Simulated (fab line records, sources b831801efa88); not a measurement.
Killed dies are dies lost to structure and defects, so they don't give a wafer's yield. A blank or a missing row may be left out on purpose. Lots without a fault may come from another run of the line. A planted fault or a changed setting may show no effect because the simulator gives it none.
One fault seen from 2 desks | flow sky130 | each desk has only its own numbers; what lay behind them comes last

THE TOOL OWNER'S DESK: pvd_sputter-02
The tool's own readings at SKY_METAL1_SPUTTER_03 (material Ti, target thk 5 nm, time 3.3 s): means of the sampled wafers that have a number, for each lot that ran on this tool. A lot is out of limits, marked OUT, if its mean lies more than 4 standard deviations from the usual mean; the brackets give that distance.
Columns: A = chamber_pressure_pa at SKY_METAL1_SPUTTER_03, usual 0.3999 Pa; B = throttle_valve_pct at SKY_METAL1_SPUTTER_03, usual 30.3 %
lot  | first seen here | A      | B
L547 | day 32 00:52    | 0.4000 | 31.4
L551 | day 32 22:29    | 0.3996 | 30.6
L560 | day 36 01:55    | 0.3994 | 29.7
L562 | day 36 16:22    | 0.4006 | 29.3
This desk's finding: nothing out of limits on any of the 4 lots.

THE METROLOGY DESK
What the gauges read, lot by lot, whatever tool the lot ran on: means of the sampled wafers that have a number. A lot is out of limits, marked OUT, if its mean lies more than 4 standard deviations from the usual mean; the brackets give that distance.
Columns: A = VIA4_OVL at SKY_VIA4_OVL_MEAS_11, usual -0.6 nm
lot  | first seen here | A
L547 | day 43 00:04    | -2.5
L548 | day 43 04:07    | -1.9
L550 | day 43 05:50    | -1.6
L549 | day 43 16:19    | -0.6
L551 | day 43 19:46    | -1.5
L552 | day 44 03:43    | -1.1
L560 | day 46 11:17    | -0.1
L563 | day 47 07:46    | -0.6
L562 | day 47 09:00    | -1.8
L564 | day 47 09:13    | -0.8
L567 | day 48 00:22    | -0.5
L569 | day 48 18:14    | -0.8
This desk's finding: nothing out of limits on any of the 12 lots.

PUT TOGETHER
The tool owner's desk saw nothing out of limits.
The metrology desk saw nothing out of limits.

WHAT THE SIMULATOR HAD PUT IN
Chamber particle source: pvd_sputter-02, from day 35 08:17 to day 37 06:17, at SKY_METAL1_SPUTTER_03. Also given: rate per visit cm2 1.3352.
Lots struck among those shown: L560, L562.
